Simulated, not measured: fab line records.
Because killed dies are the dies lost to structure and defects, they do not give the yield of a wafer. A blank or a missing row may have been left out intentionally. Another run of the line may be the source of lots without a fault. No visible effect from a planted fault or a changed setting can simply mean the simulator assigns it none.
Which of the tools did it? || flow sky130 || 12 lots, 36 wafers sampled, at 3 steps of a route of 708

## WHAT EACH GAUGE READ, for each wafer
SKY_VIA1_OVL_MEAS_13. Usual: VIA1_OVL 3 nm, standard deviation 5.9.
{"lot": "L392", "measured": "day 33 13:53", "on": "overlay-02", "VIA1_OVL (nm)": "2 1 12", "flag": ""}
{"lot": "L391", "measured": "day 33 17:38", "on": "overlay-01", "VIA1_OVL (nm)": "6 10 15", "flag": ""}
{"lot": "L393", "measured": "day 34 08:44", "on": "overlay-02", "VIA1_OVL (nm)": "1 3 -5", "flag": ""}
{"lot": "L394", "measured": "day 35 02:46", "on": "overlay-02", "VIA1_OVL (nm)": "0 0 1", "flag": ""}
{"lot": "L395", "measured": "day 35 11:10", "on": "overlay-01", "VIA1_OVL (nm)": "0 0 7", "flag": ""}
{"lot": "L396", "measured": "day 35 22:05", "on": "overlay-01", "VIA1_OVL (nm)": "-4 -8 -9", "flag": ""}
{"lot": "L398", "measured": "day 36 04:14", "on": "overlay-02", "VIA1_OVL (nm)": "5 8 8", "flag": ""}
{"lot": "L403", "measured": "day 37 20:50", "on": "overlay-01", "VIA1_OVL (nm)": "3 -3 -4", "flag": ""}
{"lot": "L405", "measured": "day 38 07:25", "on": "overlay-01", "VIA1_OVL (nm)": "2 13 9", "flag": ""}
{"lot": "L409", "measured": "day 39 13:02", "on": "overlay-02", "VIA1_OVL (nm)": "1 -6 2", "flag": ""}
{"lot": "L410", "measured": "day 40 10:31", "on": "overlay-01", "VIA1_OVL (nm)": "12 9 8", "flag": ""}
{"lot": "L414", "measured": "day 41 01:35", "on": "overlay-01", "VIA1_OVL (nm)": "8 8 8", "flag": ""}

## WHICH TOOL RAN EACH LOT (tool, then ch and the chambers of the sampled wafers, then the start)
{"lot": "L392", "SKY_METAL1_SPUTTER_00": "pvd sputter-02, day 31 06:36", "SKY_VIA1_COAT_07": "litho track-03 ch 0, day 33 00:00"}
{"lot": "L391", "SKY_METAL1_SPUTTER_00": "pvd sputter-03, day 31 09:35", "SKY_VIA1_COAT_07": "litho track-04 ch 0, day 33 04:00"}
{"lot": "L393", "SKY_METAL1_SPUTTER_00": "pvd sputter-02, day 32 01:37", "SKY_VIA1_COAT_07": "litho track-03 ch 0, day 33 19:00"}
{"lot": "L394", "SKY_METAL1_SPUTTER_00": "pvd sputter-02, day 32 20:44", "SKY_VIA1_COAT_07": "litho track-02 ch 0, day 34 13:00"}
{"lot": "L395", "SKY_METAL1_SPUTTER_00": "pvd sputter-03, day 33 04:20", "SKY_VIA1_COAT_07": "litho track-04 ch 0, day 34 21:00"}
{"lot": "L396", "SKY_METAL1_SPUTTER_00": "pvd sputter-03, day 33 15:57", "SKY_VIA1_COAT_07": "litho track-04 ch 0, day 35 08:00"}
{"lot": "L398", "SKY_METAL1_SPUTTER_00": "pvd sputter-03, day 33 22:53", "SKY_VIA1_COAT_07": "litho track-03 ch 0, day 35 14:00"}
{"lot": "L403", "SKY_METAL1_SPUTTER_00": "pvd sputter-01, day 35 15:08", "SKY_VIA1_COAT_07": "litho track-03 ch 0, day 37 07:00"}
{"lot": "L405", "SKY_METAL1_SPUTTER_00": "pvd sputter-03, day 36 03:10", "SKY_VIA1_COAT_07": "litho track-03 ch 0, day 37 18:00"}
{"lot": "L409", "SKY_METAL1_SPUTTER_00": "pvd sputter-02, day 37 10:00", "SKY_VIA1_COAT_07": "litho track-02 ch 0, day 39 00:00"}
{"lot": "L410", "SKY_METAL1_SPUTTER_00": "pvd sputter-02, day 38 07:09", "SKY_VIA1_COAT_07": "litho track-02 ch 0, day 39 22:00"}
{"lot": "L414", "SKY_METAL1_SPUTTER_00": "pvd sputter-02, day 38 22:06", "SKY_VIA1_COAT_07": "litho track-04 ch 0, day 40 13:00"}
- SKY_METAL1_SPUTTER_00: material Ti, target thk 15 nm, time 10 s.
- SKY_VIA1_COAT_07: resist thk 450 nm.

## WHAT THE TOOLS THEMSELVES READ (means of the sampled wafers that have a number; where no wafer has one, the mark that the record gives instead)
SKY_METAL1_SPUTTER_00. Usual: 30.0 % for throttle valve pct, sd 1.2.
{"lot": "L392", "tool": "pvd sputter-02", "throttle valve pct (%)": 31.3, "flag": ""}
{"lot": "L391", "tool": "pvd sputter-03", "throttle valve pct (%)": 29.1, "flag": ""}
{"lot": "L393", "tool": "pvd sputter-02", "throttle valve pct (%)": 30.8, "flag": ""}
{"lot": "L394", "tool": "pvd sputter-02", "throttle valve pct (%)": 31.2, "flag": ""}
{"lot": "L395", "tool": "pvd sputter-03", "throttle valve pct (%)": 28.8, "flag": ""}
{"lot": "L396", "tool": "pvd sputter-03", "throttle valve pct (%)": 28.9, "flag": ""}
{"lot": "L398", "tool": "pvd sputter-03", "throttle valve pct (%)": 28.1, "flag": ""}
{"lot": "L403", "tool": "pvd sputter-01", "throttle valve pct (%)": 30.4, "flag": ""}
{"lot": "L405", "tool": "pvd sputter-03", "throttle valve pct (%)": 29.9, "flag": ""}
{"lot": "L409", "tool": "pvd sputter-02", "throttle valve pct (%)": 30.3, "flag": ""}
{"lot": "L410", "tool": "pvd sputter-02", "throttle valve pct (%)": 29.9, "flag": ""}
{"lot": "L414", "tool": "pvd sputter-02", "throttle valve pct (%)": 30.0, "flag": ""}

## THE ANSWER, worked out from the rows above alone
Rule: a lot counts as off when the mean over its wafers that have a number is more than 3 standard deviations away from the usual mean. A lot without any number at a reading at which 4 lots or more have one is off too. All remaining lots with rows at the step are treated as sound. The gauges are gone through in route order, then the tools' own readings, and for those a lot's mean is taken as printed above. The first step at which some lot is off is used, and at that step the reading that is off furthest; a lot without a number counts as furthest.
No lot is off at any reading shown: from this, nothing can be told.

## WHAT WAS PUT IN BY THE SIMULATOR
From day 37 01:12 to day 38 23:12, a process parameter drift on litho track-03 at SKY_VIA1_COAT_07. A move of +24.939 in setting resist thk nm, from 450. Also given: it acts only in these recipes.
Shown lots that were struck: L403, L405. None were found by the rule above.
